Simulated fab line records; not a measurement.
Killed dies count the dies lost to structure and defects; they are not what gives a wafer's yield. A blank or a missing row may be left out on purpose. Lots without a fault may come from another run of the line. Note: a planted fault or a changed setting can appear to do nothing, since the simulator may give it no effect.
Matching of chambers	flow sky130	SKY_FIELD_ISO_CMP_27 on cmp-01: 3 sister chambers
The step polishes, stops on Si3N4, t overpolish 16 s, target thk 457.8 nm. 6 wafers are shown with their chamber, then 6 later ones without.

## WAFERS PAIRED WITH THEIR CHAMBERS
wafer	chamber	motor current A (A)	time to endpoint s (s)
L158.3	2	11.3	110
L160.1	2	10.9	112
L160.2	1	14.5	105
L160.5	3	11.4	106
L171.3	1	14.7	107
L171.5	3	11.3	111

## WAFERS MISSING THEIR CHAMBER
wafer	motor current A (A)	time to endpoint s (s)
L171.6	11.7	117
L175.1	11.7	103
L175.3	10.9	111
L176.2	10.8	115
L176.5	15.0	111
L176.6	11.5	113

## WHICH CHAMBER EACH WENT THROUGH
wafer	from the rows above	in truth
L171.6	can't be placed: 3 or 2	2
L175.1	can't be placed: 3 or 2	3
L175.3	can't be placed: 2 or 3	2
L176.2	can't be placed: 2 or 3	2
L176.5	1	1
L176.6	can't be placed: 3 or 2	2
Correct placement for 1 of the 6. From these rows, 5 cannot be placed; in 5 the true chamber is one of the candidates. Number placed wrongly: 0.
How it was worked out, from the rows above alone: a wafer's distance from a chamber is the root of the sum, over the readings, of the square of ((its reading less the chamber's mean) divided by the reading's scatter). The wafer belongs to the nearest chamber; if the next one is less than 2 further off, it can't be placed. A chamber's mean is the mean of its shown wafers. The scatter: the root of (the sum of the squares of (reading less its chamber's mean) over the shown wafers, divided by (wafers less chambers)).
